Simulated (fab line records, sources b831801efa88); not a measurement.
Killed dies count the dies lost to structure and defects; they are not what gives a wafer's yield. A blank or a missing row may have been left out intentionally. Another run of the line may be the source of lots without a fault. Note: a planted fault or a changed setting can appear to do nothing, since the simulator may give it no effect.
fab line records	flow sky130
[record] lots = 12	wafers = 36	last-day = 50
route steps=708 shown DNWELL@43 SONOS_ONO@184 SPACER@306 LI_CONTACT@386
lots that met no fault: taken from a fault-free run of the same line
start-h: start of the lot's first displayed wafer, in hours after the record's first day	wait-h: hours since the lot's step before	" unchanged from the row above	L1.1+2: several wafers, shown together as one row	- value missing, or start not given	* or withheld: withheld	< > ~ a bound
route shown NAME@n: names a module that has steps shown in the file, with the first one's number in the route	usual: the fault-free wafers' mean and standard deviation	same: alike in all rows	chamber/n: place in a boat	sites: the reading at each site	_std_site: their standard deviation	_edge_site: the outer-site mean with the inner-site mean subtracted	radius-mm: how far each site lies from the wafer's centre	mask NAME#n: copy n	behind: the most recent tool/chamber to have shaped the wafer	hold: what put the lot on hold/how long, in hours/how the hold closed	device: the transistor (n, p or np) that didn't switch	end of line: the same wafers' tests at the end of the route	step lacking rows: just its recipe	killed: dies lost to structure and defects at the first sort, not the wafer's yield	map: shows each die of a wafer: x if killed, . if not, _ if none is there
set.NAME: setting as actually run; set.NAME@STEP: the setting as run at that earlier step	model.NAME: the simulator's own value behind a step, which no gauge read
a sample of lots followed through the steps of the route, with each step as a table and each wafer as a row
services: from which hour (start-h, from the record's first day; less than 0 if before it) a tool's chamber was out of use, for how many hours, and why
[[steps]]
[step SKY_DNWELL_STRIP_08]
[recipe] chemistry = O2/N2	power-w = 1400	pressure-mtorr = 1500	platen-temp-c = withheld	o2-flow-sccm = 3000	n2-flow-sccm = 300	overash-fraction = 0.5
[usual] drypump-motor-current-A = 5.6/0.34	oes-product-au = 0.721/0.0047	strip-time-to-endpoint-s = 36.90/0.091
lot.wafer	tool	chamber	start-h	wait-h	drypump-motor-current-A	oes-product-au	rf-hours-counter-h	strip-time-to-endpoint-s
L169.2	plasma-asher-02	0	54.22	0.1	5.7	0.729	38	37.00
L169.3	"	1	"	"	5.4	0.722	-	36.87
L169.4	"	0	"	"	5.7	0.722	-	36.90
L170.3	plasma-asher-01	0	60.82	0.1	5.4	0.719	-	37.10
L170.5	"	0	"	"	5.4	0.728	-	37.06
L170.6	"	1	"	"	5.7	0.725	-	36.97
L171.1	plasma-asher-04	1	68.76	0.1	5.0	0.718	40	36.95
L171.2	"	0	"	"	6.2	0.728	40	36.93
L171.3	"	0	"	"	6.3	0.719	-	36.95
L172.1	plasma-asher-02	0	71.84	0.1	5.7	0.726	40	36.93
L172.3	"	0	"	"	5.7	0.726	-	36.93
L172.6	"	1	"	"	5.4	0.722	-	36.92
L173.1	plasma-asher-04	0	76.24	0.1	6.2	0.717	40	36.97
L173.2	"	1	"	"	5.0	0.735	40	36.86
L173.6	"	0	"	"	6.2	0.718	-	36.91
L177.1	plasma-asher-02	1	112.17	0.1	5.4	0.726	44	36.85
L177.4	"	1	"	"	5.4	0.725	-	36.80
L177.5	"	0	"	"	5.7	0.718	-	36.85
L180.2	plasma-asher-01	0	121.66	0.1	5.4	0.737	0	36.96
L180.4	"	1	"	"	5.7	0.725	-	37.04
L180.6	"	0	"	"	5.4	0.718	-	36.93
L183.3	plasma-asher-02	0	138.15	0.1	5.6	0.719	-	36.90
L183.5	"	1	"	"	5.4	0.715	-	36.83
L183.6	"	0	"	"	5.7	0.727	-	36.93
L186.2	plasma-asher-02	1	156.09	0.1	5.4	0.720	48	36.75
L186.5	"	0	"	"	5.7	0.720	-	36.83
L186.6	"	1	"	"	5.4	0.715	-	36.96
L189.3	plasma-asher-04	0	167.97	0.1	6.3	0.723	-	36.82
L189.4	"	1	"	"	5.0	0.720	-	36.77
L189.5	"	1	"	"	5.0	0.720	-	36.90
L190.1	plasma-asher-02	0	168.29	0.1	5.7	0.725	49	36.87
L190.2	"	1	"	"	5.4	0.715	49	36.79
L190.5	"	0	"	"	5.7	0.726	-	36.85
L191.1	plasma-asher-04	1	176.26	0.1	5.0	0.729	50	37.16
L191.3	"	0	"	"	6.2	0.720	-	37.08
L191.4	"	1	"	"	5.1	0.727	-	37.05
[step SKY_SONOS_ONO_WET_ETCH_16]
[recipe] chemistry = dHF	target-depth-nm = 14	dry = n2-spin	target = SiO2	dilution = 100:1	temp-c = 25	time-s = 280
[usual] run-length-s = 307/3.9
lot.wafer	tool	chamber	start-h	wait-h	run-length-s
L169.2	wet-bench-02	0	274.93	0.0	313
L169.3	"	0	"	"	313
L169.4	"	0	"	"	313
L170.3	wet-bench-01	3	284.68	0.0	305
L170.5	"	3	"	"	305
L170.6	"	3	"	"	305
L171.1	wet-bench-01	2	293.39	0.0	311
L171.2	"	2	"	"	311
L171.3	"	2	"	"	311
L172.1	wet-bench-01	1	301.17	0.0	305
L172.3	"	1	"	"	305
L172.6	"	1	"	"	305
L173.1	wet-bench-02	0	304.69	0.0	314
L173.2	"	0	"	"	314
L173.6	"	0	"	"	314
L177.1	wet-bench-02	0	372.29	0.0	306
L177.4	"	0	"	"	306
L177.5	"	0	"	"	306
L180.2	wet-bench-02	1	383.01	0.0	118
L180.4	"	1	"	"	118
L180.6	"	1	"	"	118
L183.3	wet-bench-02	3	403.01	0.0	119
L183.5	"	3	"	"	119
L183.6	"	3	"	"	119
L186.2	wet-bench-01	0	431.03	0.0	303
L186.5	"	0	"	"	303
L186.6	"	0	"	"	303
L190.1	wet-bench-02	3	452.98	0.0	305
L190.2	"	3	"	"	305
L190.5	"	3	"	"	305
L189.3	wet-bench-02	2	453.24	0.0	304
L189.4	"	2	"	"	304
L189.5	"	2	"	"	304
L191.1	wet-bench-02	1	462.88	0.0	314
L191.3	"	1	"	"	314
L191.4	"	1	"	"	314
[step SKY_SPACER_ETCHBACK_02]
[recipe] chemistry = CH3F/O2	target = Si3N4	stop-on = SiO2	source-w = 400	bias-w = 80	pressure-mtorr = 25	ch3f-flow-sccm = 40	O2_flow_sccm = 30	time-s = 46.7	target-depth-a = 450
[usual] drypump-motor-current-A = 5.7/0.4	oes-product-au = 0.852/0.0071	throttle-valve-pct = 10.563/0.0085
lot.wafer	tool	chamber	start-h	wait-h	drypump-motor-current-A	oes-product-au	rf-hours-counter-h	throttle-valve-pct
L169.2	rie-diel-02	0	520.31	0.0	6.4	0.844	72	10.552
L169.3	"	2	"	"	6.4	0.846	9	10.555
L169.4	"	1	"	"	5.7	0.844	71	10.556
L170.3	rie-diel-01	0	538.37	0.0	5.6	0.853	7	10.561
L170.5	"	3	"	"	5.3	0.852	-	10.564
L170.6	"	0	"	"	5.6	0.852	-	10.570
L171.1	rie-diel-02	2	545.65	0.1	6.4	0.854	10	10.573
L171.2	"	1	"	"	5.7	0.858	71	10.556
L171.3	"	3	"	"	5.4	0.850	4	10.553
L172.1	rie-diel-02	2	549.79	0.1	6.4	0.853	10	10.548
L172.3	"	3	"	"	5.4	0.851	4	10.571
L172.6	"	3	"	"	5.4	0.853	-	10.566
L173.1	rie-diel-02	1	555.51	0.1	5.7	0.856	71	10.572
L173.2	"	3	"	"	5.4	0.863	4	10.553
L173.6	"	0	"	"	6.4	0.855	-	10.568
L177.1	rie-diel-03	0	622.05	0.1	6.2	0.844	13	10.559
L177.4	"	3	"	"	5.4	0.842	31	10.548
L177.5	"	2	"	"	5.0	0.853	-	10.553
L180.2	rie-diel-03	2	633.56	0.0	5.0	0.843	17	10.571
L180.4	"	0	"	"	6.2	0.850	13	10.567
L180.6	"	0	"	"	6.3	0.849	-	10.567
L183.3	rie-diel-02	1	654.23	0.0	5.7	0.852	1	10.560
L183.5	"	2	"	"	6.4	0.849	-	10.565
L183.6	"	1	"	"	5.7	0.848	-	10.565
L186.2	rie-diel-01	2	683.65	0.0	5.6	0.858	16	10.574
L186.5	"	2	"	"	5.6	0.848	-	10.556
L186.6	"	1	"	"	5.6	0.850	-	10.569
L190.1	rie-diel-02	2	700.55	0.1	6.4	0.851	13	10.560
L190.2	"	1	"	"	5.7	0.844	1	10.561
L190.5	"	1	"	"	5.7	0.844	-	10.566
L189.3	rie-diel-02	1	701.75	0.0	5.7	0.851	1	10.550
L189.4	"	2	"	"	6.4	0.851	13	10.574
L189.5	"	1	"	"	5.7	0.849	-	10.578
L191.1	rie-diel-01	0	711.03	0.1	5.6	0.854	10	10.571
L191.3	"	1	"	"	5.6	0.855	14	10.559
L191.4	"	2	"	"	5.6	0.845	17	10.577
[step SKY_LI_CONTACT_CMP_24]
[recipe] stop-on = PSG	t-overpolish-s = 20	down-force-psi = 3.5	platen-rpm = 60	target-thk-nm = 0	pad-velocity-m-s = 0.94248
[usual] motor-current-A = 11.0/1.4	overpolish-run-s = 20.000/0.0091	platen-rpm = 60.00/0.042	slurry-filter-dp-kPa = 13.49/0.14	time-to-endpoint-s = 96/4.1
lot.wafer	tool	chamber	start-h	wait-h	motor-current-A	overpolish-run-s	platen-rpm	slurry-filter-dp-kPa	time-to-endpoint-s
L169.2	cmp-01	0	669.37	0.0	10.4	20.000	60.00	13.62	97
L169.4	"	1	"	"	13.1	19.999	60.09	13.67	99
L169.3	"	3	"	"	9.2	20.000	60.00	13.45	95
L170.3	cmp-02	2	686.03	0.1	9.3	19.998	60.03	13.85	97
L170.6	"	1	"	"	10.9	20.014	60.07	13.68	93
L170.5	"	2	"	"	9.0	19.978	59.98	13.54	91
L171.3	cmp-02	1	692.19	0.1	11.1	19.979	59.98	13.54	89
L171.1	"	2	"	"	9.8	20.001	59.98	13.38	92
L171.2	"	3	"	"	12.2	20.006	60.00	13.52	99
L172.3	cmp-02	0	697.58	0.0	10.6	19.988	59.98	13.37	96
L172.1	"	1	"	"	10.7	20.002	59.96	13.45	95
L172.6	"	0	"	"	10.3	20.016	59.94	13.55	96
L173.1	cmp-02	3	701.52	0.1	12.7	20.006	60.03	13.25	102
L173.2	"	1	"	"	10.5	19.985	60.02	13.24	89
L173.6	"	2	"	"	9.8	19.999	59.93	13.44	91
L177.4	cmp-02	3	763.78	0.1	12.6	19.997	60.03	13.55	103
L177.1	"	0	"	"	10.3	20.008	59.96	13.43	98
L177.5	"	1	"	"	10.8	19.999	59.98	13.75	94
L180.2	cmp-01	2	774.13	0.0	11.7	19.988	60.01	13.66	94
L180.4	"	0	"	"	10.6	19.985	60.02	13.53	98
L180.6	"	3	"	"	9.5	20.013	59.89	13.25	99
L183.3	cmp-01	3	793.15	0.1	8.9	20.003	59.97	13.75	97
L183.6	"	2	"	"	11.6	19.982	59.98	13.38	97
L183.5	"	3	"	"	9.4	19.992	59.97	13.54	94
L186.2	cmp-02	1	825.69	2.4	11.0	19.989	60.01	13.51	92
L186.5	"	2	"	"	9.7	20.005	59.93	13.51	95
L186.6	"	3	"	"	12.2	19.995	59.99	13.60	105
L190.2	cmp-01	0	838.07	0.0	10.5	19.989	59.96	13.59	96
L190.1	"	3	"	"	9.0	19.985	59.97	13.62	96
L190.5	"	0	"	"	10.8	20.009	60.02	13.43	95
L189.4	cmp-02	3	838.42	0.0	12.5	19.999	60.01	13.60	105
L189.3	"	1	"	"	11.8	20.022	59.98	13.47	91
L189.5	"	0	"	"	10.5	20.007	59.99	13.68	98
L191.1	cmp-01	0	846.99	0.1	10.5	19.992	59.99	13.22	95
L191.3	"	1	"	"	13.7	19.986	59.90	13.65	96
L191.4	"	2	"	"	11.9	20.002	60.01	13.54	90
[[services]]
tool	chamber	start-h	hours	kind
cmp-02	-	49.46	1.3	repair
cmp-02	-	53.30	1.0	repair
cmp-02	-	64.00	4.0	pm
cmp-02	-	81.63	40.2	repair
rie-diel-02	1	122.43	3.4	repair
cmp-02	-	138.08	6.0	pm
cmp-02	-	166.85	0.5	repair
cmp-02	-	236.00	14.0	pm
cmp-02	-	257.28	0.7	repair
cmp-02	-	404.27	4.0	pm
cmp-02	-	417.79	1.1	repair
cmp-02	-	427.51	0.8	repair
cmp-02	-	507.05	4.0	pm
rie-diel-02	1	513.29	3.5	repair
rie-diel-02	0	543.29	9.2	repair
rie-diel-02	0	570.18	9.9	repair
rie-diel-02	0	635.17	33.6	repair
cmp-02	-	648.66	21.6	repair
cmp-02	-	670.22	6.5	pm
wet-bench-02	-	720.64	1.0	repair
cmp-02	-	744.27	4.0	pm
cmp-02	-	753.43	2.0	repair
rie-diel-02	-	763.57	0.2	repair
rie-diel-02	0	770.05	5.1	repair
[[key]]
[first-sign] step = SKY_SONOS_ONO_WET_ETCH_16	reading = run-length-s	direction = down	sigmas = 48	usual = *	struck = *
effect none on later readings
met-at SKY_SONOS_ONO_WET_ETCH_16
struck-lots L180,L183
tester-left-out L180,L183
not-acting-at SKY_DNWELL_STRIP_08,SKY_SPACER_ETCHBACK_02,SKY_LI_CONTACT_CMP_24
onset-between 372.29 383.01
[fault] kind = process-parameter-drift	tool = wet-bench-02	chamber = -	onset-h = 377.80	steps = SKY_SONOS_ONO_WET_ETCH_16	channel = time-s	offset = *	shape = step	end-h = 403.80	acts-in = *	stated = *
// tester-left-out: of these lots the tester's yield and bins aren't shown, on N5 and GAA mostly nor the transistor test; their killed dies are dies lost to structure and defects alone, not to doping, threshold or leakage, so they don't give the yield
